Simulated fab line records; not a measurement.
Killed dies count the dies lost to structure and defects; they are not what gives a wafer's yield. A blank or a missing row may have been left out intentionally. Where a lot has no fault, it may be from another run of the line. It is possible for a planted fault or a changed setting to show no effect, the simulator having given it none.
A single fault, viewed from 2 desks | flow gf180mcu | each desk has only its own numbers; what lay behind them comes last

## THE METROLOGY DESK
What the gauges read, lot by lot, whatever tool the lot ran on: means of the sampled wafers that have a number. Any lot whose mean is over 4 standard deviations away from the usual mean is out of limits and marked OUT; that distance is given in the brackets.
Columns: A = VT_IMPLANT_03_OVL at GF_VT_IMPLANT_OVL_MEAS_40, usual -0.3 nm; B = HV_LDD_CVD_54_THK at GF_HV_LDD_THK_MEAS_55, usual 9.96 nm; C = PSD_TW at GF_PSD_TW_MEAS_11, usual 3191
lot  | first seen here | A    | B               | C
L788 | day 7 11:53     | 0.0  | 9.97            | 3196
L790 | day 8 00:44     | -0.3 | 9.94            | 3202
L791 | day 8 09:12     | -1.6 | 9.85            | 3180
L792 | day 8 15:57     | -1.3 | 9.93            | 3209
L793 | day 8 22:02     | -2.3 | 9.98            | 3221
L797 | day 10 00:28    | -0.7 | 20.30 (+94) OUT | 3240
L798 | day 10 07:06    | -2.2 | 20.40 (+95) OUT | 3146
L804 | day 11 23:49    | -0.7 | 9.98            | 3205
L806 | day 12 16:29    | -1.5 | 9.99            | 3161
L808 | day 13 04:09    | -0.1 | 9.94            | 3200
L809 | day 13 15:01    | 0.0  | 9.94            | 3171
L810 | day 13 18:02    | -1.1 | 10.12           | 3192
L811 | day 14 03:24    | 0.8  | 9.98            | 3183
Per this desk, out of limits: L797, L798; the first was L797, day 15 08:52 (HV_LDD_CVD_54_THK at GF_HV_LDD_THK_MEAS_55). In limits: L788, L790, L791, L792, L793, L804, L806, L808, L809, L810, L811.

## TOOL OWNER'S DESK, lpcvd-01
The tool's own readings at GF_HV_LDD_CVD_54 (deposits SiO2 from TEOS, target thk 10 nm, time 75 s): means of the sampled wafers that have a number, for each lot that ran on this tool. Any lot whose mean is over 4 standard deviations away from the usual mean is out of limits and marked OUT; that distance is given in the brackets.
Columns: A = spikeTcBottomC at GF_HV_LDD_CVD_54, usual 698.8 C; B = spikeTcCentreC at GF_HV_LDD_CVD_54, usual 680.5 C; C = spikeTcLowerC at GF_HV_LDD_CVD_54, usual 679.2 C; D = spikeTcTopC at GF_HV_LDD_CVD_54, usual 698.5 C; E = spikeTcUpperC at GF_HV_LDD_CVD_54, usual 679.8 C; F = susceptorTempC at GF_HV_LDD_CVD_54, usual 680.0 C
lot  | first seen here | A               | B               | C               | D               | E               | F
L788 | day 12 08:38    | 698.0           | 681.8           | 680.3           | 697.6           | 679.2           | 680.2
L791 | day 13 07:53    | 699.6           | 680.5           | 680.2           | 698.9           | 680.7           | 680.2
L792 | day 13 19:59    | 700.2           | 680.1           | 679.9           | 699.0           | 681.5           | 679.6
L797 | day 15 07:50    | 736.6 (+29) OUT | 721.0 (+34) OUT | 719.4 (+27) OUT | 734.4 (+22) OUT | 719.5 (+33) OUT | 719.7 (+99 or more) OUT
L798 | day 15 17:17    | 739.6 (+31) OUT | 719.4 (+32) OUT | 718.4 (+26) OUT | 736.9 (+24) OUT | 719.3 (+33) OUT | 719.8 (+99 or more) OUT
L809 | day 19 14:51    | 701.0           | 679.0           | 679.8           | 699.0           | 679.9           | 679.8
L811 | day 20 07:41    | 697.7           | 680.5           | 680.1           | 698.1           | 679.0           | 680.2
Finding of this desk: L797, L798 out of limits; the first was L797 at day 15 07:50, on spikeTcBottomC at GF_HV_LDD_CVD_54. In limits: L788, L791, L792, L809, L811.

## TAKEN TOGETHER
On L797, L798, at day 15 07:50, an alarm was possible from the tool owner's desk.
Metrology desk: alarm possible at day 15 08:52 on L797, L798.
On lpcvd-01, each named lot ran GF_HV_LDD_CVD_54.

## WHAT HAD BEEN PUT IN BY THE SIMULATOR
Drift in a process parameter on lpcvd-01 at GF_HV_LDD_CVD_54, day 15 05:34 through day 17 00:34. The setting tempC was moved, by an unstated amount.
Shown lots that were struck: L797, L798.
Fault start to first reading out of limits, in hours, per desk: tool owner, 2; metrology, 3.
